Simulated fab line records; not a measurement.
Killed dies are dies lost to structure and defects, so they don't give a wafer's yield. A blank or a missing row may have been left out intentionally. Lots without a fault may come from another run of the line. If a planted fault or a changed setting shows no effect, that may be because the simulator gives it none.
One fault seen from 2 desks || flow sky130 || numbers are kept per desk, each desk with only its own; the story behind them comes last

== AT THE METROLOGY DESK ==
What the gauges read for every lot (on any tool): the sampled wafers with a number, averaged. If a lot's mean is further than 4 standard deviations from the usual mean, the lot is out of limits and carries the mark OUT (the distance appears in the brackets).
Columns: A = VIA2_BOW at SKY_VIA2_BOW_MEAS_03, usual 86 um
{"lot": "L348", "first seen here": "day 37 04:30", "A": 87}
{"lot": "L349", "first seen here": "day 37 13:44", "A": 85}
{"lot": "L352", "first seen here": "day 38 13:26", "A": 86}
{"lot": "L354", "first seen here": "day 39 13:52", "A": 75}
{"lot": "L359", "first seen here": "day 40 22:13", "A": 92}
{"lot": "L360", "first seen here": "day 41 12:30", "A": 95}
{"lot": "L363", "first seen here": "day 42 05:46", "A": 90}
{"lot": "L365", "first seen here": "day 42 14:33", "A": 88}
{"lot": "L367", "first seen here": "day 42 21:27", "A": 88}
{"lot": "L368", "first seen here": "day 42 23:25", "A": 91}
This desk's verdict: no lot among the 10 shows anything out of limits.

== DESK OF THE TOOL OWNER: rie-diel-02 ==
The tool's own readings at SKY_VIA3_ETCH_14 (etches BARC in N2/H2, stops on SiO2, time 45.9 s, target depth 60 nm): means of the sampled wafers that have a number, for each lot that ran on this tool. If a lot's mean is further than 4 standard deviations from the usual mean, the lot is out of limits and carries the mark OUT (the distance appears in the brackets).
Columns: A = drypump-motor-current-A at SKY_VIA3_ETCH_14, usual 5.9 A; B = h2-flow-sccm at SKY_VIA3_ETCH_14, usual 200.0 sccm; C = oes-product-au at SKY_VIA3_ETCH_14, usual 0.855 a.u.; D = run-length-s at SKY_VIA3_ETCH_14, usual 74.1 s; E = throttle-valve-pct at SKY_VIA3_ETCH_14, usual 13.225 %
{"lot": "L354", "first seen here": "day 43 18:36", "A": 5.4, "B": 199.3, "C": 0.856, "D": 74.1, "E": 13.219}
{"lot": "L359", "first seen here": "day 45 01:36", "A": 5.3, "B": 199.9, "C": "1.005 (+34) OUT", "D": "62.9 (-20) OUT", "E": 13.241}
{"lot": "L360", "first seen here": "day 45 14:31", "A": 5.4, "B": 199.9, "C": "1.011 (+35) OUT", "D": "63.4 (-19) OUT", "E": 13.239}
This desk finds L359, L360 out of limits, L359 being first, at day 45 01:36 (oes-product-au at SKY_VIA3_ETCH_14). L354 stayed within limits.

== PUT TOGETHER ==
An alarm could have come from the tool owner's desk at day 45 01:36, on L359, L360.
Nothing out of limits was seen by the metrology desk.
The metrology desk has L359, L360 on record, within its limits.
The lots listed all ran SKY_VIA3_ETCH_14 on rie-diel-02.

== WHAT THE SIMULATOR HAD INSERTED ==
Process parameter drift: rie-diel-02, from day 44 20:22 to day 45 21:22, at SKY_VIA3_ETCH_14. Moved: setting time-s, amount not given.
Shown lots that were struck: L359, L360.
Delay in hours, fault start to first out-of-limits reading, by desk: the tool owner's desk at 5.
